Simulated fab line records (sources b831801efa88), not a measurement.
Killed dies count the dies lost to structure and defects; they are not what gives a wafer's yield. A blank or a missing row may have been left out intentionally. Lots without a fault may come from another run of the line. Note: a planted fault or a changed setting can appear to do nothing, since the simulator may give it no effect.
A struck lot beside a sound one ; flow sky130 ; 16 out of 708 route steps
Sound: wafers L506.1, L506.5, L506.6. The struck wafers were L518.3, L518.5. The cause is named last.
At each step with rows: each side's tool, then ch and its chambers, then its first start. Under that, the readings that differ: sound wafers ; struck wafers ; difference of the means ; sigmas: that difference in standard deviations of wafers without a fault.
alike: same words and numbers on both sides, and readings whose means sit less than 2 such deviations apart. not compared: any withheld reading, any reading some wafer has no value for, any bound like >300 that may hide the same value, and any number with overlapping values for which the record gives no deviation.
Wherever a step has rows on one side only, a row that says differs or no value, or a row with sigmas, the two part there. When numbers do not overlap yet have no deviation, they are printed without sigmas and do not part them. A reading missing from all wafers of one side parts the sides only when that side holds two or more wafers.

first, 2 steps without rows for these wafers: SKY_METAL3_PEB_11; SKY_METAL3_DEVELOP_12 (develop time 60 s).
SKY_METAL3_CD_MEAS_13: target cd 300 nm.
  sound: cd_sem-01 at day 38 18:05; struck: cd_sem-01 at day 42 08:32
reading;sound;struck;difference;sigmas
cd_nm (nm);301.1 300.8 301.3;297.7 296.9;-3.8;-2
SKY_METAL3_OVL_MEAS_14:
  sound: overlay-02 at day 38 18:13; struck: overlay-02 at day 42 08:37
  alike: METAL3_OVL
SKY_METAL3_DESCUM_15: chemistry O2, time 8 s.
  sound on rie_metal-03 ch 0,1, day 38 18:15; struck on rie_metal-04 ch 0,1, day 42 08:40
  alike: chamber_pressure_mTorr, drypump_motor_current_A, oes_product_au
  not compared: rf_hours_counter_h
SKY_METAL3_ETCH_16: etches BARC in N2/H2, stops on SiO2, time 88.2 s, target depth 60 nm.
  sound on rie_metal-03 ch 0,1, day 38 18:17; struck on rie_metal-04 ch 0,1, day 42 08:43
  alike: chamber_pressure_mTorr, drypump_motor_current_A, oes_product_au, throttle_valve_pct
  not compared: rf_hours_counter_h
then, 1 step without rows for these wafers: SKY_METAL3_ETCH_17 (etches SiO2 in C4F8/O2/Ar, stops on TiN, time 3.9 s, target depth 15 nm).
SKY_METAL3_METAL_ETCH_18: etches the open film in Cl2/BCl3, stops on SiO2, target depth 845 nm, time 183.1 s.
  sound on rie_metal-01 ch 0,1, day 38 18:23; struck on rie_metal-01 ch 0, day 42 08:51
  alike: chamber_pressure_mTorr, drypump_motor_current_A, oes_product_au, throttle_valve_pct
  not compared: rf_hours_counter_h
SKY_METAL3_STRIP_19: strips in O2/N2.
  sound on plasma_asher-01 ch 0,1, day 38 18:34; struck on plasma_asher-03 ch 0, day 42 09:01
  alike: chamber_pressure_mTorr, drypump_motor_current_A, oes_product_au, strip_time_to_endpoint_s
  not compared: rf_hours_counter_h
then, 3 steps without rows for these wafers: SKY_METAL3_STRIP_20 (strips in post etch residue remover, time 1200 s); SKY_METAL3_CLEAN_21 (cleans in IPA, time 180 s); SKY_METAL3_CLEAN_22 (cleans in O3/DIW).
SKY_VIA3_HDPCVD_00: deposits SiO2, target thk 1635 nm, time 272.5 s.
  sound on hdpcvd-02 ch 0,1, day 38 19:10; struck on hdpcvd-02 ch 0,1, day 42 09:40
reading;sound;struck;difference;sigmas
run_length_s (s);299.8 300.7 300.2;242.4 242.5;-57.8;-95
model.SiO2_of_VIA3_HDPCVD_00.thk_nm (nm);1599 1601 1611;1287 1291;-315;
SKY_VIA3_THK_MEAS_01:
  sound: film_metro-04 at day 38 19:20; struck: film_metro-02 at day 42 09:51
reading;sound;struck;difference;sigmas
VIA3_HDPCVD_THK (nm);1599 1601 1612;1288 1289;-316;-21
SKY_VIA3_CMP_02: polishes SiO2.
  sound on cmp-02 ch 1,2,3, day 38 19:32; struck on cmp-01 ch 1,2, day 42 10:02
  alike: motor_current_A, slurry_filter_dp_kPa, slurry_flow_ml_min
-- the record jumps here: 7 days lie between the struck wafers' starts before and after (it left off in module VIA3 and takes up again in module PAD_OPEN, whose first step shown is number 708 of the route) --
SKY_PAD_OPEN_PROBE_99:
  sound: prober-02 at day 45 22:56; struck: prober-01 at day 49 00:04
reading;sound;struck;difference;sigmas
sort_bin_5_function (%);9.8 10.4 9.6;6.3;-3.6;-3
  alike: defect_limited_yield, killed_at_M0_to_M3, killed_at_M4_up, killed_at_contacts, killed_at_front_end, killed_at_other, killed_dies, killed_open, killed_short, sort_bin_3_pad_short, sort_bin_6_memory, sort_n_pass, sort_yield_pct

WHERE THEY PART
Earliest at SKY_METAL3_CD_MEAS_13; latest, in this record, at SKY_PAD_OPEN_PROBE_99.

WHY: what the simulator had put in
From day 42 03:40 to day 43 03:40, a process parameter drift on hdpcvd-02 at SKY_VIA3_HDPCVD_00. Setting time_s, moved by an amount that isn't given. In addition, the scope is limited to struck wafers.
